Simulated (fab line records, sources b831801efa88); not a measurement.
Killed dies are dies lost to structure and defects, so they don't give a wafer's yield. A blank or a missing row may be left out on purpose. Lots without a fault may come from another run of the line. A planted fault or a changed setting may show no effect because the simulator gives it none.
Split-lot experiment | flow sfq_line | 5 lots, 23 wafers read, on a route of 325 steps

THE SPLIT
At SFQ_TRILAYER_M2_LITHO_PEB_060 (peb time 60 s), the setting peb_temp_c was moved away from the recipe's 115 C on 9 of the 23 wafers read, by -2.0% to +2.4%. The other wafers ran this setting at the recipe's value.

FROM THE SPLIT TO THE READING: what the file shows between them, 1 step
- SFQ_TRILAYER_M2_LITHO_DEVELOP_059: time 60 s

THE READING
M2.cd_nm (the simulator's own value, which no gauge read), in nm, at SFQ_TRILAYER_M2_BARC_OPEN_METAL_ETCH_077 (etches BARC in O2, target depth 125 nm, time 41.7 s). The file gives no usual value for it. The 14 wafers here that ran the recipe average 499.8 nm, standard deviation 2 nm.

wafer  | tool, chamber at the split | peb_temp_c as run, C | against the recipe | M2.cd_nm, nm | against lot-mates on the recipe
L079.1 | litho_track-03, 0          | 115                  | recipe             | 496.4        | -
L079.2 | litho_track-03, 0          | 115                  | recipe             | 497          | -
L079.5 | litho_track-03, 0          | 115                  | recipe             | 498.8        | -
L080.1 | litho_track-01, 0          | 117.8                | +2.4%              | 454          | -45.6
L080.2 | litho_track-01, 0          | 115                  | recipe             | 500.5        | -
L080.3 | litho_track-01, 0          | 117.8                | +2.4%              | 453.6        | -45.9
L080.5 | litho_track-01, 0          | 117.8                | +2.4%              | 454.5        | -45.1
L080.6 | litho_track-01, 0          | 115                  | recipe             | 498.6        | -
L081.1 | litho_track-01, 0          | 115                  | recipe             | 497.9        | -
L081.2 | litho_track-01, 0          | 112.7                | -2.0%              | 543.9        | +46.4
L081.3 | litho_track-01, 0          | 112.7                | -2.0%              | 543.9        | +46.4
L081.4 | litho_track-01, 0          | 112.7                | -2.0%              | 543.9        | +46.4
L081.5 | litho_track-01, 0          | 115                  | recipe             | 497.1        | -
L083.2 | litho_track-01, 0          | 115                  | recipe             | 501.2        | -
L083.3 | litho_track-01, 0          | 115                  | recipe             | 501.3        | -
L083.4 | litho_track-01, 0          | 115                  | recipe             | 501.4        | -
L083.5 | litho_track-01, 0          | 115                  | recipe             | 501          | -
L083.6 | litho_track-01, 0          | 115                  | recipe             | 500.1        | -
L084.1 | litho_track-01, 0          | 117.3                | +2.0%              | 465.4        | -37.3
L084.2 | litho_track-01, 0          | 115                  | recipe             | 503.2        | -
L084.3 | litho_track-01, 0          | 117.3                | +2.0%              | 463.9        | -38.8
L084.4 | litho_track-01, 0          | 117.3                | +2.0%              | 464.6        | -38.1
L084.6 | litho_track-01, 0          | 115                  | recipe             | 502.2        | -

THE FIT
A straight line over all 23 wafers: M2.cd_nm changes by -19.6 nm for each +1% of peb_temp_c; r = -1.00; the points scatter about the line by 2.7 nm.
The same after taking each lot's own level away (the mean of its wafers on the recipe; 23 wafers): -20.4 nm for each +1%; r = -1.00; scatter 2.3 nm.
On that fit, the largest move of peb_temp_c shifts the reading by 50 nm.
The lots' own levels span 497.40 to 502.70 nm, that is 2.6 times the standard deviation above.
So the lot-to-lot level changes the slope little: the two slopes agree.
Check: with one of the wafers moved furthest among these (+2.4%) left out of the fit, the line predicts -48.4 nm for it against its lot-mates. It came out at -45.6 nm against them.

THE FILE'S OWN FIT
M2.cd_nm changes by -20.1 nm for each +1% of peb_temp_c, r = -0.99.
